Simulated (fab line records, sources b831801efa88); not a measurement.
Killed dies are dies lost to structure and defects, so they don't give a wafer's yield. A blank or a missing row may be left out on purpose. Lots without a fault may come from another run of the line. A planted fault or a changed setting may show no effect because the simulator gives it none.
Tool commonality check | flow sky130 | 14 lots, 42 wafers sampled

WHY IT WAS OPENED
At SKY_VT_ADJUST_HVTP_TW_MEAS_11 the reading VT_ADJUST_HVTP_TW is flagged on 2 of 14 lots. Wafers without a fault read 1373, standard deviation 16.
Rule: a lot is flagged when every wafer of it that has a number lies more than 4 standard deviations from that mean, or none has a number. The other lots count as sound.

lot  | measured     | on            | VT_ADJUST_HVTP_TW, wafer by wafer | flag
L772 | day 6 07:56  | film_metro-03 | 1356 1364 1360                    |
L773 | day 6 13:56  | film_metro-04 | 1390 1388 1378                    |
L774 | day 6 20:08  | film_metro-03 | 1363 1355 1362                    |
L775 | day 7 05:13  | film_metro-04 | 1396 1400 1395                    |
L778 | day 8 00:08  | film_metro-04 | 1396 1394 1392                    |
L779 | day 8 13:36  | film_metro-03 | 1356 1357 1364                    |
L781 | day 8 15:26  | film_metro-01 | 1381 1377 1374                    |
L785 | day 9 17:37  | film_metro-03 | 1362 1358 1352                    |
L786 | day 10 05:17 | film_metro-03 | 30 30 30                          | FLAGGED
L787 | day 10 09:04 | film_metro-03 | 30 30 30                          | FLAGGED
L790 | day 11 02:14 | film_metro-01 | 1380 1380 1377                    |
L792 | day 11 11:05 | film_metro-01 | 1377 1375 1370                    |
L793 | day 11 11:52 | film_metro-03 | 1351 1355 1350                    |
L794 | day 11 23:09 | film_metro-03 | 1346 1340 1357                    |
The numbers of the flagged lots are 30 on average: -1343 against the usual, or -84 standard deviations.

WHICH TOOL RAN EACH LOT
The record holds 3 process steps before the reading, out of a route of 708 steps. In each cell: the tool, then ch and the chambers that the sampled wafers went through, then the start.
lot  | flag    | SKY_PWDE_STRIP_09                   | SKY_NWELL_STRIP_25                   | SKY_VT_ADJUST_HVTP_STRIP_10
L772 |         | plasma_asher-01 ch 0,1, day 4 00:43 | plasma_asher-04 ch 0,1, day 5 12:12  | plasma_asher-04 ch 0,1, day 6 07:49
L773 |         | plasma_asher-03 ch 0,1, day 4 06:52 | plasma_asher-03 ch 0,1, day 5 18:46  | plasma_asher-04 ch 0,1, day 6 13:50
L774 |         | plasma_asher-03 ch 0,1, day 4 11:58 | plasma_asher-03 ch 0,1, day 6 00:00  | plasma_asher-03 ch 0,1, day 6 20:02
L775 |         | plasma_asher-03 ch 0,1, day 4 20:16 | plasma_asher-04 ch 1, day 6 09:25    | plasma_asher-03 ch 0,1, day 7 05:07
L778 |         | plasma_asher-03 ch 0, day 5 13:10   | plasma_asher-03 ch 0,1, day 7 03:19  | plasma_asher-04 ch 0,1, day 8 00:02
L779 |         | plasma_asher-03 ch 0,1, day 5 20:16 | plasma_asher-04 ch 0,1, day 7 11:40  | plasma_asher-03 ch 0,1, day 8 13:30
L781 |         | plasma_asher-02 ch 0,1, day 6 03:22 | plasma_asher-03 ch 0,1, day 7 18:46  | plasma_asher-02 ch 0,1, day 8 15:20
L785 |         | plasma_asher-03 ch 0,1, day 7 05:40 | plasma_asher-04 ch 0,1, day 8 19:43  | plasma_asher-03 ch 0,1, day 9 17:31
L786 | FLAGGED | plasma_asher-03 ch 0,1, day 7 09:55 | plasma_asher-04 ch 0,1, day 9 08:01  | plasma_asher-03 ch 0,1, day 10 05:11
L787 | FLAGGED | plasma_asher-02 ch 0,1, day 7 15:06 | plasma_asher-01 ch 0,1, day 9 10:53  | plasma_asher-04 ch 0,1, day 10 08:58
L790 |         | plasma_asher-03 ch 0,1, day 8 12:36 | plasma_asher-01 ch 0,1, day 10 03:52 | plasma_asher-02 ch 0,1, day 11 02:08
L792 |         | plasma_asher-01 ch 1, day 8 17:40   | plasma_asher-01 ch 0, day 10 12:13   | plasma_asher-02 ch 0,1, day 11 10:59
L793 |         | plasma_asher-02 ch 0,1, day 8 18:19 | plasma_asher-04 ch 0,1, day 10 13:30 | plasma_asher-02 ch 0,1, day 11 11:46
L794 |         | plasma_asher-03 ch 0,1, day 9 04:10 | plasma_asher-04 ch 0,1, day 11 00:37 | plasma_asher-04 ch 0,1, day 11 23:02
What these steps do:
- SKY_PWDE_STRIP_09: strips in O2/N2.
- SKY_NWELL_STRIP_25: strips in O2/N2.
- SKY_VT_ADJUST_HVTP_STRIP_10: strips in O2/N2.
- SKY_VT_ADJUST_HVTP_TW_MEAS_11

FLAGGED OVER TOTAL, TOOL BY TOOL (the gauges that took the reading come last)
step                          | tool            | lots run | flagged | share of the flagged lots | sound lots run after its first flagged lot
SKY_PWDE_STRIP_09             | plasma_asher-01 | 2        | 0       | none                      | -
SKY_PWDE_STRIP_09             | plasma_asher-02 | 3        | 1       | some                      | 1 (L793)
SKY_PWDE_STRIP_09             | plasma_asher-03 | 9        | 1       | some                      | 2 (L790,L794)
SKY_NWELL_STRIP_25            | plasma_asher-01 | 3        | 1       | some                      | 2 (L790,L792)
SKY_NWELL_STRIP_25            | plasma_asher-03 | 4        | 0       | none                      | -
SKY_NWELL_STRIP_25            | plasma_asher-04 | 7        | 1       | some                      | 2 (L793,L794)
SKY_VT_ADJUST_HVTP_STRIP_10   | plasma_asher-02 | 4        | 0       | none                      | -
SKY_VT_ADJUST_HVTP_STRIP_10   | plasma_asher-03 | 5        | 1       | some                      | 0
SKY_VT_ADJUST_HVTP_STRIP_10   | plasma_asher-04 | 5        | 1       | some                      | 1 (L794)
SKY_VT_ADJUST_HVTP_TW_MEAS_11 | film_metro-01   | 3        | 0       | none                      | -
SKY_VT_ADJUST_HVTP_TW_MEAS_11 | film_metro-03   | 8        | 2       | all                       | 2 (L793,L794)
SKY_VT_ADJUST_HVTP_TW_MEAS_11 | film_metro-04   | 3        | 0       | none                      | -

WHAT THE TABLE ALLOWS
1 row of the table ran every flagged lot: film_metro-03 at SKY_VT_ADJUST_HVTP_TW_MEAS_11.
- film_metro-03 at SKY_VT_ADJUST_HVTP_TW_MEAS_11: 2 of its 8 lots flagged. Sound lots ran on it after the first flagged one (L793, L794), which a lasting fault on the whole tool wouldn't allow.
No row of the table ran every flagged lot and no sound lot after the first.

WHAT THE SIMULATOR HAD PUT IN
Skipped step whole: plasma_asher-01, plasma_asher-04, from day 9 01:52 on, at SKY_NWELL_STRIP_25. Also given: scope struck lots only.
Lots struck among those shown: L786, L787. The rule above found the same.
